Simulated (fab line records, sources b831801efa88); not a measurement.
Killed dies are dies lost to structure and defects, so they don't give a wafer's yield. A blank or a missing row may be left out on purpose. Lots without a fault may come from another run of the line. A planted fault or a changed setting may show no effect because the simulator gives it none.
Which tool did it? | flow sky130 | 15 lots, 45 wafers sampled, at 4 steps of a route of 708

WHAT THE GAUGES READ, wafer by wafer
SKY_METAL2_OVL_MEAS_16. Usual: METAL2_OVL 0 nm, standard deviation 5.1.
lot  | measured     | on         | METAL2_OVL (nm) | flag
L734 | day 34 18:20 | overlay-02 | 1 -1 -2         |
L737 | day 35 23:20 | overlay-01 | -8 -11 -5       |
L743 | day 38 03:21 | overlay-02 | 2 9 -3          |
L744 | day 38 11:56 | overlay-02 | -1 1 -6         |
L745 | day 38 15:14 | overlay-01 | -1 1 1          |
L746 | day 38 23:12 | overlay-01 | -13 -10 0       |
L748 | day 39 09:15 | overlay-01 | 1 6 2           |
L749 | day 39 18:47 | overlay-01 | -7 -8 -1        |
L750 | day 40 05:14 | overlay-01 | -1 6 8          |
L751 | day 40 09:26 | overlay-01 | -2 0 -4         |
L752 | day 40 11:33 | overlay-02 | -1 -4 -2        |
L753 | day 40 18:41 | overlay-02 | -1 0 9          |
L754 | day 40 23:33 | overlay-02 | -3 0 1          |
L756 | day 41 12:47 | overlay-02 | 12 4 7          |
L757 | day 43 05:23 | overlay-02 | -1 -3 -3        |

SKY_VIA2_CD_MEAS_12: target cd 200 nm. Usual: cd_nm 200.3 nm, standard deviation 1.4.
lot  | measured     | on        | cd_nm (nm)        | flag
L734 | day 35 22:25 | cd_sem-02 | 200.9 201.3 202.4 |
L737 | day 37 02:08 | cd_sem-02 | 202.1 201.4 202.4 |
L743 | day 39 05:49 | cd_sem-02 | 199.6 199.6 199.2 |
L744 | day 39 14:00 | cd_sem-02 | - - -             | OFF
L745 | day 39 17:38 | cd_sem-01 | - - -             | OFF
L746 | day 40 01:31 | cd_sem-01 | - - -             | OFF
L748 | day 40 10:44 | cd_sem-01 | 202.1 201.7 201.6 |
L749 | day 40 20:08 | cd_sem-01 | 201.4 199.8 200.7 |
L750 | day 41 05:50 | cd_sem-01 | 199.0 199.0 199.3 |
L751 | day 41 09:08 | cd_sem-01 | 201.6 201.7 200.2 |
L752 | day 41 10:07 | cd_sem-02 | 197.8 198.2 197.4 |
L753 | day 42 05:02 | cd_sem-01 | 199.8 199.4 200.3 |
L754 | day 42 07:32 | cd_sem-01 | 199.1 199.5 199.2 |
L756 | day 42 13:55 | cd_sem-02 | 201.9 199.3 201.5 |
L757 | day 44 05:47 | cd_sem-02 | 201.3 201.3 202.5 |

WHICH TOOL RAN EACH LOT (tool, then ch and the chambers of the sampled wafers, then the start)
lot  | SKY_METAL2_SPUTTER_04        | SKY_VIA2_EXPOSE_09
L734 | pvd_sputter-01, day 33 15:39 | krf_scanner-02 ch 0, day 35 09:04
L737 | pvd_sputter-04, day 34 20:07 | krf_scanner-02 ch 0, day 36 13:31
L743 | pvd_sputter-01, day 37 01:44 | krf_scanner-02 ch 0, day 38 17:43
L744 | pvd_sputter-02, day 37 10:43 | krf_scanner-02, day 39 01:20
L745 | pvd_sputter-02, day 37 13:47 | krf_scanner-01, day 39 05:17
L746 | pvd_sputter-04, day 37 21:44 | krf_scanner-02, day 39 13:47
L748 | pvd_sputter-04, day 38 08:41 | krf_scanner-02 ch 0, day 39 23:37
L749 | pvd_sputter-04, day 38 18:09 | krf_scanner-01 ch 0, day 40 08:34
L750 | pvd_sputter-04, day 39 04:54 | krf_scanner-01 ch 0, day 40 18:44
L751 | pvd_sputter-02, day 39 08:55 | krf_scanner-01 ch 0, day 40 22:56
L752 | pvd_sputter-02, day 39 11:50 | krf_scanner-01 ch 0, day 41 01:20
L753 | pvd_sputter-04, day 39 18:53 | krf_scanner-02 ch 0, day 41 15:28
L754 | pvd_sputter-01, day 39 23:50 | krf_scanner-02 ch 0, day 41 18:52
L756 | pvd_sputter-01, day 40 16:47 | krf_scanner-02 ch 0, day 42 04:14
L757 | pvd_sputter-04, day 42 06:14 | krf_scanner-02 ch 0, day 43 17:04
- SKY_METAL2_SPUTTER_04: material TiN, target thk 70 nm, time 58.3 s.
- SKY_VIA2_EXPOSE_09: exposes mask VIM2, target cd 200 nm.

WHAT THE TOOLS THEMSELVES READ (means of the sampled wafers that have a number; where no wafer has one, the mark that the record gives instead)
SKY_METAL2_SPUTTER_04. Usual: cathode_dc_power_W 6499.9 W, standard deviation 1.2; throttle_valve_pct 30.3 %, standard deviation 1.
lot  | tool           | cathode_dc_power_W (W) | throttle_valve_pct (%) | flag
L734 | pvd_sputter-01 | 6500.4                 | 31.0                   |
L737 | pvd_sputter-04 | 6499.5                 | 29.7                   |
L743 | pvd_sputter-01 | 6499.8                 | 30.4                   |
L744 | pvd_sputter-02 | 6500.9                 | 29.6                   |
L745 | pvd_sputter-02 | 6499.6                 | 29.7                   |
L746 | pvd_sputter-04 | 6500.0                 | 32.0                   |
L748 | pvd_sputter-04 | 6500.2                 | 30.3                   |
L749 | pvd_sputter-04 | 6499.5                 | 29.7                   |
L750 | pvd_sputter-04 | 6499.7                 | 29.8                   |
L751 | pvd_sputter-02 | 6500.1                 | 29.6                   |
L752 | pvd_sputter-02 | 6501.3                 | 30.0                   |
L753 | pvd_sputter-04 | 6500.3                 | 30.9                   |
L754 | pvd_sputter-01 | 6500.0                 | 30.5                   |
L756 | pvd_sputter-01 | 6498.9                 | 30.4                   |
L757 | pvd_sputter-04 | 6499.9                 | 30.9                   |

SKY_VIA2_EXPOSE_09. Usual: exposure_dose_mJ_cm2 37.96, standard deviation 0.058; focus_offset_nm 0.1 nm, standard deviation 0.58; stage_vel_mm_s 500.02 mm/s, standard deviation 0.28.
lot  | tool           | exposure_dose_mJ_cm2 | focus_offset_nm (nm) | stage_vel_mm_s (mm/s) | flag
L734 | krf_scanner-02 | 37.98                | 0.1                  | 500.29                |
L737 | krf_scanner-02 | 38.03                | -0.5                 | 500.05                |
L743 | krf_scanner-02 | 37.99                | 0.2                  | 499.74                |
L744 | krf_scanner-02 | -                    | -                    | -                     | OFF
L745 | krf_scanner-01 | -                    | -                    | -                     | OFF
L746 | krf_scanner-02 | -                    | -                    | -                     | OFF
L748 | krf_scanner-02 | 38.06                | -0.4                 | 500.31                |
L749 | krf_scanner-01 | 37.86                | 0.1                  | 500.20                |
L750 | krf_scanner-01 | 37.89                | -0.1                 | 499.98                |
L751 | krf_scanner-01 | 37.92                | -0.2                 | 499.87                |
L752 | krf_scanner-01 | 37.92                | 0.8                  | 500.00                |
L753 | krf_scanner-02 | 37.95                | 0.3                  | 500.13                |
L754 | krf_scanner-02 | 38.01                | 1.0                  | 499.85                |
L756 | krf_scanner-02 | 38.01                | -0.2                 | 500.04                |
L757 | krf_scanner-02 | 37.98                | 0.4                  | 500.13                |

THE ANSWER, worked out from the rows above alone
Rule: a lot is off if the mean of its wafers that have a number lies more than 3 standard deviations from the usual mean. A lot without any number at a reading at which 4 lots or more have one is off too. The other lots that the step has rows for count as sound. The gauges are gone through in route order, then the tools' own readings, and for those a lot's mean is taken as printed above. The first step at which some lot is off is used, and at that step the reading that is off furthest; a lot without a number counts as furthest.
Off: L744, L745, L746, at SKY_VIA2_CD_MEAS_12 (cd_nm). Without a number there: L744, L745, L746.
A tool fits if, at a process step before that reading, it ran every lot that is off, and no sound lot after the first of them. The gauges at SKY_VIA2_CD_MEAS_12 aren't tried: what is off there is off at SKY_VIA2_EXPOSE_09 too, on other tools, and a gauge's error can't cause that. None of those tried fits.

WHAT THE SIMULATOR HAD PUT IN
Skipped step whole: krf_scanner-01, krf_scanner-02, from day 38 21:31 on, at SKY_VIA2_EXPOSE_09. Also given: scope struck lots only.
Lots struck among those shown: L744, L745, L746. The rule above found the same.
